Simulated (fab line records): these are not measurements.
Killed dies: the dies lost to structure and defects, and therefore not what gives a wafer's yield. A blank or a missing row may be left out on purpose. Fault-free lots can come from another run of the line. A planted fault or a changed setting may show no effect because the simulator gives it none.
Which of the tools did it? | flow gf180mcu | 6 lots, 18 wafers sampled, at 2 steps of a route of 602

## WHAT THE GAUGES READ, wafer by wafer
GF_V5_THK_MEAS_03.
lot  | measured     | on           | V5_CVD_02_THK (nm)
L624 | day 25 17:04 | filmMetro-04 | 1478 1449 1472
L626 | day 26 12:59 | filmMetro-03 | 1461 1456 1474
L629 | day 29 09:20 | filmMetro-03 | 1454 1468 1451
L638 | day 31 00:55 | filmMetro-03 | 1435 1431 1446
L643 | day 32 10:49 | filmMetro-03 | 1426 1415 1464
L646 | day 33 03:46 | filmMetro-04 | 1418 1447 1438

## WHICH TOOL RAN EACH LOT (tool, then ch and the chambers of the sampled wafers, then the start)
lot  | GF_MIM_SPUTTER_08
L624 | pvdSputter-02, day 23 21:52
L626 | pvdSputter-04, day 24 18:36
L629 | pvdSputter-04, day 27 18:13
L638 | pvdSputter-02, day 29 12:09
L643 | pvdSputter-02, day 30 22:28
L646 | pvdSputter-04, day 31 16:31
- GF_MIM_SPUTTER_08: material AlCu, target thk 200 nm, time 10.6 s.

## THE ANSWER, worked out from the rows above alone
Rule: usual is defined by the lots themselves. Put in order of their means at a reading, lots are off if they are a third of the lots or fewer, leave a main group of 4 or more, and stand apart from it by a gap of 3 or more times the standard deviation of the main group's means; of several such gaps the widest counts. Not used: any main group whose means are identical at the precision the tables above print for the reading. A lot without any number at a reading at which 4 lots or more have one is off too. The other lots that the step has rows for count as sound.
Nothing can be told from this: no lot is off at any reading shown.

## WHAT THE SIMULATOR HAD INSERTED
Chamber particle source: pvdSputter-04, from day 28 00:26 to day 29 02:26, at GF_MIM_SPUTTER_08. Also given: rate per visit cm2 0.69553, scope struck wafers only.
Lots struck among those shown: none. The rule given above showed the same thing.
